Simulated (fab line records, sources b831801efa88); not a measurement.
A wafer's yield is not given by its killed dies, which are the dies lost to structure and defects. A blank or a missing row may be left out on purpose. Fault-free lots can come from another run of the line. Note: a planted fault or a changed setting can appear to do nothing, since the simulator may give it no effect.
Comparing a struck lot with a sound one + flow gf180mcu + 15 out of 602 route steps
Sound: these wafers, L488.1, L488.4, L488.6. Wafers L478.2, L478.5, L478.6 were the ones struck. The cause is given at the end.
Each step with rows lists, per side, the tool, then ch with its chambers, then its first start. Under that, the readings that differ: sound wafers + struck wafers + difference of the means + sigmas: that difference in standard deviations of wafers without a fault.
alike: same words and numbers on both sides, and readings whose means sit less than 2 such deviations apart. not compared: any withheld reading, any reading some wafer has no value for, any bound like >300 that may hide the same value, and any number with overlapping values for which the record gives no deviation.
Wherever a step has rows on one side only, a row that says differs or no value, or a row with sigmas, the two part there. Non-overlapping numbers with no deviation appear without sigmas and do not part them. Lack of a reading on every wafer of one side parts them only where that side has two or more wafers.

first, 5 steps without rows for these wafers: GF_M5_COAT_02 (resist thk 1000 nm); GF_M5_SOFTBAKE_03 (time 60 s); GF_M5_EXPOSE_04 (exposes mask Metal5, target cd 280 nm); GF_M5_PEB_05 (peb time 90 s); GF_M5_DEVELOP_06 (develop time 60 s).
GF_M5_CD_MEAS_07: the cd target is 280 nm.
  sound: cdSem-02 at day 31 03:56; struck: cdSem-02 at day 27 21:29
  alike: cdNm
GF_M5_OVL_MEAS_08:
  sound: overlay-02 at day 31 04:03; struck: overlay-01 at day 27 21:35
  alike: M5_OVL
GF_M5_ETCH_09: etches Si3N4 in CF4/O2, target depth 52 nm, time 11.6 s.
  sound on rieDiel-03 ch 1, day 31 04:05; struck on rieDiel-03 ch 2,3, day 27 21:37
  alike: drypumpMotorCurrentA, oesProductAu, throttleValvePct
  not compared: rfHoursCounterH
GF_M5_METAL_ETCH_10: etches the open film in Cl2/BCl3, stops on SiO2, target depth 627.5 nm, time 104.6 s.
  sound on rieMetal-02 ch 0,1, day 31 04:07; struck on rieMetal-04 ch 0,1, day 27 21:38
  alike: drypumpMotorCurrentA, oesProductAu, throttleValvePct
  not compared: rfHoursCounterH
GF_M5_STRIP_11: strips in O2/N2.
  sound on plasmaAsher-03 ch 0,1, day 31 04:14; struck on plasmaAsher-02 ch 0,1, day 27 21:45
  alike: drypumpMotorCurrentA, heaterPowerW, oesProductAu, stripTimeToEndpointS
  not compared: rfHoursCounterH
then, 2 steps without rows for these wafers: GF_M5_STRIP_12 (strips in post etch residue remover, time 1200 s); GF_M5_CLEAN_13 (cleans in DIW).
GF_V5_CVD_00: deposits SiO2, target thk 300 nm, time 50 s.
  sound on hdpcvd-01 ch 0,2, day 31 04:46; struck on hdpcvd-02 ch 0,1,2, day 27 22:32
GF_V5_THK_MEAS_01:
  sound: filmMetro-01 at day 31 04:49; struck: filmMetro-04 at day 27 22:56
| reading            | sound       | struck      | difference | sigmas |
|--------------------|-------------|-------------|------------|--------|
| V5_CVD_00_THK (nm) | 300 302 293 | 600 600 602 | +302       | +78    |
next, for these wafers, 1 step has no rows: GF_PASSIVATION_PROBE_99.

WHERE THEY PART
Within this record, at GF_V5_THK_MEAS_01 only.

WHY: what had been put in by the simulator
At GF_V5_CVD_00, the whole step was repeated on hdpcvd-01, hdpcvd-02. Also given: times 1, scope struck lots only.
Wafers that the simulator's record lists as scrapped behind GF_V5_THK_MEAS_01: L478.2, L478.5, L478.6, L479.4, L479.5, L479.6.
